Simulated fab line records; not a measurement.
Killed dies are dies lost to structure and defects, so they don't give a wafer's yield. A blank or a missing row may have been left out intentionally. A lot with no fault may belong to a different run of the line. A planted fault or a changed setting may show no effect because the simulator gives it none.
Problem report, 8D (eight disciplines) form, completed by code | flow sky130 | the parts of the form that need people (team, actions taken, sign-off) are left out

== 1. WHAT IS WRONG ==
Wafers without a fault read 25, standard deviation 5; killed_at_contacts at SKY_PAD_OPEN_PROBE_99 reads a mean of 70 on 2 wafers belonging to 2 lots. Measured from the usual mean, that is +9.1 standard deviations.
Seen first at day 49 00:38 on prober-01, wafer L253.4. The record has a number at this step for 6 wafers belonging to 2 lots. Rule for "out" (also "out of limits"): further than 4 standard deviations from the usual mean. The rest of the wafers with a number are treated as sound.

== 2. WHAT IT IS AND WHAT IT IS NOT ==
question                    | is                 | is not
which readings at this step | killed_at_contacts | killed_at_M0_to_M3, killed_at_M4_up, killed_at_front_end, killed_at_other, killed_open, killed_short
which lots                  | L253, L254         | -
which wafers of those lots  | L253.4, L254.2     | L253.1, L253.3, L254.1, L254.3
read on which tools         | prober-01          | -
when                        | from day 49 00:38  | up to then (2 sound wafers); but 2 sound wafers of L254 came after

== 3. THE SUSPECTS, EACH WITH WHAT RULES IT OUT ==
Counting: any tool at a process step up to the reading remains a suspect provided it ran every lot that is out. Sound lots after the first of them don't rule it out here, since some wafers of a struck lot are sound.
- cvd_w-01 at SKY_LI_CONTACT_CVD_21 (deposits W, target thk 400 nm, time 120.56 s): kept. It ran every lot that is out, first L253 (day 33 09:29).
- prober-01 at SKY_PAD_OPEN_PROBE_99: kept. It ran every lot that is out, first L253 (day 49 00:29). Out on those wafers are its own readings of killed_at_contacts.
- At SKY_LI_CONTACT_CVD_21 on cvd_w-01, chamber 0 took the sound wafers of the same lots and chamber 1 took the wafers that are out.
After counting, cvd_w-01 at SKY_LI_CONTACT_CVD_21 and prober-01 at SKY_PAD_OPEN_PROBE_99 remain.

== 4. THE CAUSE (what the simulator had put in) ==
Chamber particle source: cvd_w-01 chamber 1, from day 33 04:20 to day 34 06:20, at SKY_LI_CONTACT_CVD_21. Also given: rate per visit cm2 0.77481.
Counting left 2 suspects, and this tool is among them.

== 5. THE EFFECT CHAIN, in route order ==
Rows list readings where the struck wafers' mean (over those with a number) sits beyond 3 standard deviations from the usual. Only readings whose record carries a usual standard deviation are examined. hours: median over the lots of the time between each lot's start at the first step of this table that gives one and its start at this step. sigmas: the change, counted in usual standard deviations.
hours | step                  | reading            | usual | on struck wafers | change | sigmas
0     | SKY_PAD_OPEN_PROBE_99 | killed_at_contacts | 25    | 70               | +46    | +9.1
0     | SKY_PAD_OPEN_PROBE_99 | killed_dies        | 87    | 131              | +44    | +4.8
Here are the process steps it includes:
- SKY_PAD_OPEN_PROBE_99

== 6. WHAT WOULD HAVE CAUGHT IT SOONER ==
The fault began at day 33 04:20; the first out-of-limits reading in this record came at day 49 00:38, 380 hours later.
No tool reading at SKY_LI_CONTACT_CVD_21 that has a usual standard deviation in the record was out on any struck wafer, so an alarm limit of 4 standard deviations on those readings would not have fired.
All the lots that are out (2) had begun SKY_LI_CONTACT_CVD_21 on cvd_w-01 by day 49 00:38. None of them would have been spared by holding the tool at that moment.
